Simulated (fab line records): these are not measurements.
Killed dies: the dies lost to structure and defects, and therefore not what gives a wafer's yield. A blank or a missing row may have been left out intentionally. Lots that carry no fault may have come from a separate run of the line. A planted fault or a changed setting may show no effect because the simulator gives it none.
A single fault, viewed from 2 desks ; flow gf180mcu ; every desk sees just its own numbers, and what lay behind them comes last

== AT THE TOOL OWNER'S DESK: pvdSputter-02 ==
The tool's own readings at GF_MIM_SPUTTER_08 (material AlCu, target thk 200 nm, time 10.6 s): means of the sampled wafers that have a number, for each lot that ran on this tool. Marked OUT: a lot whose mean sits more than 4 standard deviations from the usual mean, which makes it out of limits; the brackets give that distance.
Columns: A = chamberPressurePa at GF_MIM_SPUTTER_08, usual 0.4000 Pa; B = throttleValvePct at GF_MIM_SPUTTER_08, usual 30.2 %
lot;first seen here;A;B
L272;day 28 19:16;0.5930 (+99 or more) OUT;24.1 (-5.1) OUT
L273;day 29 03:18;0.5923 (+99 or more) OUT;24.1 (-5.1) OUT
L281;day 31 12:34;0.4006;30.0
Finding of this desk: L272, L273 out of limits; the first was L272 at day 28 19:16, on chamberPressurePa at GF_MIM_SPUTTER_08. L281: within limits.

== AT THE METROLOGY DESK ==
What the gauges read, lot by lot, whatever tool the lot ran on: means of the sampled wafers that have a number. Marked OUT: a lot whose mean sits more than 4 standard deviations from the usual mean, which makes it out of limits; the brackets give that distance.
Columns: A = MIM_ALCU_RS at GF_MIM_RS_MEAS_10, usual 0.1603 ohm/sq; B = MIM_ALCU_THK at GF_MIM_THK_MEAS_11, usual 197.7 nm
lot;first seen here;A;B
L264;day 26 05:19;0.1610;197.3
L263;day 26 08:23;0.1603;196.9
L265;day 26 19:28;0.1599;198.7
L267;day 27 03:28;0.1603;199.0
L271;day 28 09:40;0.1615;196.8
L272;day 28 19:20;0.1749 (+7.7) OUT;183.9 (-5.3) OUT
L273;day 29 03:22;0.1793 (+10) OUT;177.5 (-7.8) OUT
L277;day 30 05:18;0.1610;195.2
L279;day 30 17:59;0.1612;196.3
L281;day 31 12:37;0.1615;196.9
This desk reports L272, L273 out of limits; the earliest was L272 at day 28 19:20 (MIM_ALCU_RS at GF_MIM_RS_MEAS_10). L264, L263, L265, L267, L271, L277, L279, L281: within limits.

== BROUGHT TOGETHER ==
On L272, L273, at day 28 19:16, an alarm was possible from the tool owner's desk.
Metrology desk: alarm possible at day 28 19:20 on L272, L273.
The lots listed all ran GF_MIM_SPUTTER_08 on pvdSputter-02.

== WHAT WAS PUT IN BY THE SIMULATOR ==
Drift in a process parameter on pvdSputter-02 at GF_MIM_SPUTTER_08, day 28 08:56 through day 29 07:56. Setting chamberPressurePa, moved by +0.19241, from 0.4. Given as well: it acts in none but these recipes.
Struck lots among those shown: L272, L273.
Time in hours from fault onset to the first out-of-limits reading at each desk: tool owner's desk 10, metrology desk 10.
